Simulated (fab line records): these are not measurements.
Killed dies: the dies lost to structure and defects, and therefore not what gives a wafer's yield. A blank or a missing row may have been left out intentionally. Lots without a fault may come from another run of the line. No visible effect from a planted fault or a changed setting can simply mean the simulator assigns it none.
Which tool was responsible? | flow sky130 | Sampling: 13 lots, 39 wafers, 4 of 708 route steps

== WHAT THE GAUGES READ, wafer by wafer ==
SKY_LI_CONTACT_OVL_MEAS_13.
lot  | measured     | on         | LI_CONTACT_OVL (nm)
L282 | day 29 09:49 | overlay-02 | 8 4 8
L283 | day 30 01:47 | overlay-02 | 2 8 7
L286 | day 30 19:34 | overlay-01 | -3 -10 -9
L285 | day 30 18:46 | overlay-01 | -1 1 0
L287 | day 31 15:08 | overlay-02 | 1 -3 6
L296 | day 33 22:56 | overlay-02 | 6 12 6
L298 | day 34 09:38 | overlay-01 | -4 -6 -8
L299 | day 35 01:28 | overlay-01 | 3 -4 0
L302 | day 35 12:00 | overlay-02 | 15 6 10
L304 | day 36 04:23 | overlay-02 | 0 0 -9

SKY_CONTACT_THK_MEAS_03.
lot  | measured     | on            | CONTACT_HDPCVD_THK (nm)
L282 | day 30 17:14 | film-metro-02 | 565 565 555
L283 | day 31 07:04 | film-metro-02 | 571 570 565
L286 | day 32 01:38 | film-metro-03 | 575 569 576
L285 | day 32 00:40 | film-metro-02 | 572 568 562
L287 | day 32 20:02 | film-metro-03 | 549 557 561
L296 | day 35 04:10 | film-metro-02 | 570 566 560
L298 | day 35 14:07 | film-metro-02 | 564 562 570
L299 | day 36 06:14 | film-metro-01 | 571 567 559
L302 | day 36 17:08 | film-metro-02 | 557 566 567
L304 | day 37 08:39 | film-metro-01 | 562 558 567

== WHICH TOOL RAN EACH LOT (tool, then ch and the chambers of the sampled wafers, then the start) ==
lot  | SKY_SONOS_TUNNEL_WET_ETCH_10    | SKY_LOCAL_INTERCONNECT_ETCH_13
L282 | wet-bench-03 ch 3, day 11 15:59 | rie-metal-02 ch 0,1, day 30 16:20
L283 | wet-bench-03 ch 1, day 12 09:26 | rie-metal-02 ch 0,1, day 31 06:09
L286 | wet-bench-01 ch 0, day 13 02:38 | rie-metal-04 ch 0,1, day 32 00:25
L285 | wet-bench-01 ch 3, day 13 04:32 | rie-metal-03 ch 0,1, day 31 23:26
L287 | wet-bench-02 ch 3, day 13 18:47 | rie-metal-03 ch 0, day 32 19:02
L291 | wet-bench-02 ch 3, day 14 17:44 | -
L292 | wet-bench-01 ch 1, day 15 04:26 | -
L294 | wet-bench-03 ch 0, day 15 13:08 | -
L296 | wet-bench-03 ch 2, day 16 07:13 | rie-metal-03 ch 0,1, day 35 03:16
L298 | wet-bench-03 ch 2, day 16 17:02 | rie-metal-04 ch 0,1, day 35 13:14
L299 | wet-bench-01 ch 0, day 17 05:41 | rie-metal-04 ch 0, day 36 05:22
L302 | wet-bench-01 ch 0, day 18 00:47 | rie-metal-03 ch 0,1, day 36 16:16
L304 | wet-bench-03 ch 3, day 18 12:07 | rie-metal-03 ch 0,1, day 37 07:47
- SKY_SONOS_TUNNEL_WET_ETCH_10: etches SiO2 in dHF, target depth 14 nm, time 280 s.
- SKY_LOCAL_INTERCONNECT_ETCH_13: etches BARC in N2/H2, stops on SiO2, time 45.9 s, target depth 60 nm.

== WHAT THE TOOLS THEMSELVES READ (means of the sampled wafers that have a number; where no wafer has one, the mark that the record gives instead) ==
SKY_SONOS_TUNNEL_WET_ETCH_10.
lot  | tool         | bath-heat-duty-pct (%) | run-length-s (s)
L282 | wet-bench-03 | 6.3                    | 307
L283 | wet-bench-03 | 6.0                    | 306
L286 | wet-bench-01 | 7.1                    | 304
L285 | wet-bench-01 | 5.3                    | 306
L287 | wet-bench-02 | 5.3                    | 306
L291 | wet-bench-02 | -                      | -
L292 | wet-bench-01 | -                      | -
L294 | wet-bench-03 | -                      | -
L296 | wet-bench-03 | 6.7                    | 304
L298 | wet-bench-03 | 6.9                    | 304
L299 | wet-bench-01 | 6.5                    | 305
L302 | wet-bench-01 | 6.9                    | 313
L304 | wet-bench-03 | 6.2                    | 306

SKY_LOCAL_INTERCONNECT_ETCH_13.
lot  | tool         | bias-w (W) | chamber-pressure-mTorr (mTorr) | drypump-motor-current-A (A) | oes-product-au (a.u.) | rf-fwd-power-W (W) | throttle-valve-pct (%)
L282 | rie-metal-02 | 100.09     | 29.998                         | 5.21                        | 0.855                 | 497.2              | 13.233
L283 | rie-metal-02 | 99.74      | 29.977                         | 5.47                        | 0.855                 | 495.2              | 13.225
L286 | rie-metal-04 | 100.13     | 30.008                         | 5.42                        | 0.860                 | 492.8              | 13.234
L285 | rie-metal-03 | 100.13     | 29.995                         | 5.63                        | 0.857                 | 495.9              | 13.218
L287 | rie-metal-03 | 100.34     | 29.994                         | 5.65                        | 0.854                 | 495.6              | 13.221
L296 | rie-metal-03 | 99.71      | 29.990                         | 5.65                        | 0.853                 | 494.6              | 13.226
L298 | rie-metal-04 | 99.76      | 29.992                         | 5.39                        | 0.855                 | 492.3              | 13.215
L299 | rie-metal-04 | 100.14     | 30.000                         | 5.29                        | 0.853                 | 493.3              | 13.223
L302 | rie-metal-03 | 99.96      | 29.998                         | 5.64                        | 0.856                 | 493.5              | 13.223
L304 | rie-metal-03 | 99.69      | 30.010                         | 5.66                        | 0.855                 | 494.3              | 13.224

== THE ANSWER, worked out from the rows above alone ==
Rule: what is usual is taken from the lots themselves. Put in order of their means at a reading, lots are off if they are a third of the lots or fewer, leave a main group of 4 or more, and stand apart from it by a gap of 3 or more times the standard deviation of the main group's means; of several such gaps the widest counts. The tables above print the reading to a certain number of digits; a main group whose means all agree to those digits is not used. A lot without any number at a reading at which 4 lots or more have one is off too. All remaining lots with rows at the step are treated as sound. The gauges are gone through in route order, then the tools' own readings, and for those a lot's mean is taken as printed above. The first step at which some lot is off is used, and at that step the reading that is off furthest; a lot without a number counts as furthest.
Off, at SKY_SONOS_TUNNEL_WET_ETCH_10 on bath-heat-duty-pct: L291, L292, L294. Without a number there: L291, L292, L294. Main group: mean 6.3 %, sd 0.6.
A tool fits if, at that step or a process step before it, it ran every lot that is off, and no sound lot after the first of them. Not one of the candidates tried fits.

== WHAT THE SIMULATOR HAD INSERTED ==
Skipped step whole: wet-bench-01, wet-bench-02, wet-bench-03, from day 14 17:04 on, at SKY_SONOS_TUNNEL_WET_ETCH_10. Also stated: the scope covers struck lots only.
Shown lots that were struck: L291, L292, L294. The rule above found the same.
